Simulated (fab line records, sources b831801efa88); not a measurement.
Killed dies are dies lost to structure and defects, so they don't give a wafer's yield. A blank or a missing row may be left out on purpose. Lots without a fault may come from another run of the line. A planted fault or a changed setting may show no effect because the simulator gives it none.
Chamber matching | flow sky130 | SKY_VIA2_ETCH_14 on rie_diel-01: 4 sister chambers
The step etches BARC in N2/H2, stops on SiO2, time 45.9 s, target depth 60 nm. 22 wafers are shown with their chamber, then 11 later ones without.

WAFERS WITH THEIR CHAMBER
wafer  | chamber | drypump_motor_current_A (A) | throttle_valve_pct (%) | oes_product_au (a.u.)
L078.1 | 2       | 6.4                         | 13.215                 | 0.852
L078.3 | 1       | 5.1                         | 13.238                 | 0.847
L078.6 | 3       | 6.0                         | 13.228                 | 0.853
L076.1 | 1       | 5.2                         | 13.224                 | 0.855
L076.2 | 2       | 6.5                         | 13.226                 | 0.852
L076.6 | 3       | 5.9                         | 13.226                 | 0.852
L080.2 | 3       | 6.0                         | 13.229                 | 0.850
L080.5 | 1       | 5.2                         | 13.228                 | 0.856
L080.6 | 0       | 6.2                         | 13.237                 | 0.853
L081.3 | 1       | 5.2                         | 13.226                 | 0.856
L081.5 | 2       | 6.4                         | 13.230                 | 0.848
L081.6 | 1       | 5.2                         | 13.229                 | 0.849
L086.1 | 2       | 6.4                         | 13.213                 | 0.856
L086.2 | 0       | 6.2                         | 13.228                 | 0.842
L086.3 | 1       | 5.2                         | 13.217                 | 0.860
L086.4 | 3       | 5.9                         | 13.220                 | 0.861
L086.5 | 2       | 6.4                         | 13.221                 | 0.848
L086.6 | 3       | 6.0                         | 13.223                 | 0.854
L089.2 | 1       | 5.1                         | 13.241                 | 0.858
L089.5 | 1       | 5.2                         | 13.226                 | 0.852
L089.6 | 2       | 6.4                         | 13.223                 | 0.857
L095.1 | 1       | 5.2                         | 13.232                 | 0.855

SIGNATURES (means of the wafers above)
reading                 | chamber 0 | chamber 1 | chamber 2 | chamber 3 | scatter within a chamber
drypump_motor_current_A | 6.200     | 5.178     | 6.417     | 5.960     | 0.0447
throttle_valve_pct      | 13.23250  | 13.22900  | 13.22133  | 13.22520  | 0.00635
oes_product_au          | 0.84750   | 0.85422   | 0.85217   | 0.85400   | 0.00436
Rule: a wafer's distance from a chamber is the root of the sum, over the readings, of the square of ((its reading less the chamber's mean) divided by the reading's scatter). The wafer belongs to the nearest chamber; if the next one is less than 2 further off, it can't be placed. The scatter: the root of (the sum of the squares of (reading less its chamber's mean) over the shown wafers, divided by (wafers less chambers)).

WAFERS WITHOUT THEIR CHAMBER
wafer  | drypump_motor_current_A (A) | throttle_valve_pct (%) | oes_product_au (a.u.)
L095.2 | 6.5                         | 13.236                 | 0.860
L095.3 | 6.0                         | 13.240                 | 0.851
L095.4 | 6.4                         | 13.246                 | 0.858
L095.5 | 5.9                         | 13.242                 | 0.853
L095.6 | 5.2                         | 13.206                 | 0.856
L096.1 | 5.2                         | 13.218                 | 0.848
L096.2 | 6.5                         | 13.225                 | 0.851
L096.3 | 6.0                         | 13.242                 | 0.849
L096.4 | 6.5                         | 13.236                 | 0.858
L096.5 | 6.0                         | 13.214                 | 0.862
L096.6 | 5.2                         | 13.224                 | 0.855

WHICH CHAMBER EACH WENT THROUGH
wafer  | from the rows above     | in truth
L095.2 | 2                       | 2
L095.3 | 3                       | 3
L095.4 | can't be placed: 2 or 0 | 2
L095.5 | 3                       | 3
L095.6 | 1                       | 1
L096.1 | 1                       | 1
L096.2 | 2                       | 2
L096.3 | can't be placed: 3 or 0 | 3
L096.4 | 2                       | 2
L096.5 | 3                       | 3
L096.6 | 1                       | 1
Placed correctly: 9 of 11. Can't be placed from these rows: 2 (the true chamber is among the candidates in 2). Placed wrongly: 0.
